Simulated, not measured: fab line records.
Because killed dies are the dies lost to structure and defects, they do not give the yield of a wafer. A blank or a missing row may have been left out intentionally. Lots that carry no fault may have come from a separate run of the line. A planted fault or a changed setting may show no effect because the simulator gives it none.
Chamber matching    flow gf180mcu    GF_V1_CMP_04 on cmp-01: 4 sister chambers
The step polishes SiO2. 4 wafers are shown with their chamber, then 8 later ones without.

== EACH WAFER AND ITS CHAMBER ==
wafer   chamber  motor current A (A)
L883.5  0        10.0
L892.2  3        12.1
L892.5  1        11.5
L894.1  2        10.9

== WAFERS WITHOUT THEIR CHAMBER ==
wafer   motor current A (A)
L894.3  12.6
L894.4  11.7
L898.3  9.8
L898.4  11.3
L898.6  9.5
L902.4  9.8
L902.5  11.0
L902.6  12.4

== CHAMBER TAKEN BY EACH ==
wafer   from the rows above           in truth
L894.3  can't be placed: 3 or 1       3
L894.4  can't be placed: 1 or 3 or 2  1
L898.3  0                             0
L898.4  can't be placed: 1 or 2 or 3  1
L898.6  0                             0
L902.4  0                             0
L902.5  can't be placed: 2 or 1       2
L902.6  can't be placed: 3 or 1       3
Placed correctly: 3 of 8. Not placeable from these rows: 5 (in 5, the candidates include the true chamber). Wrongly placed: 0.
How it was worked out, from the rows above alone: a wafer's distance from a chamber is the root of the sum, over the readings, of the square of ((its reading less the chamber's mean) divided by the reading's scatter). The wafer belongs to the nearest chamber; if the next one is less than 2 further off, it can't be placed. The mean given for a chamber averages the wafers shown for that chamber. The scatter (one wafer shown for each chamber): square how far every hidden wafer sits from the nearest shown wafer, average those squares and take the square root.
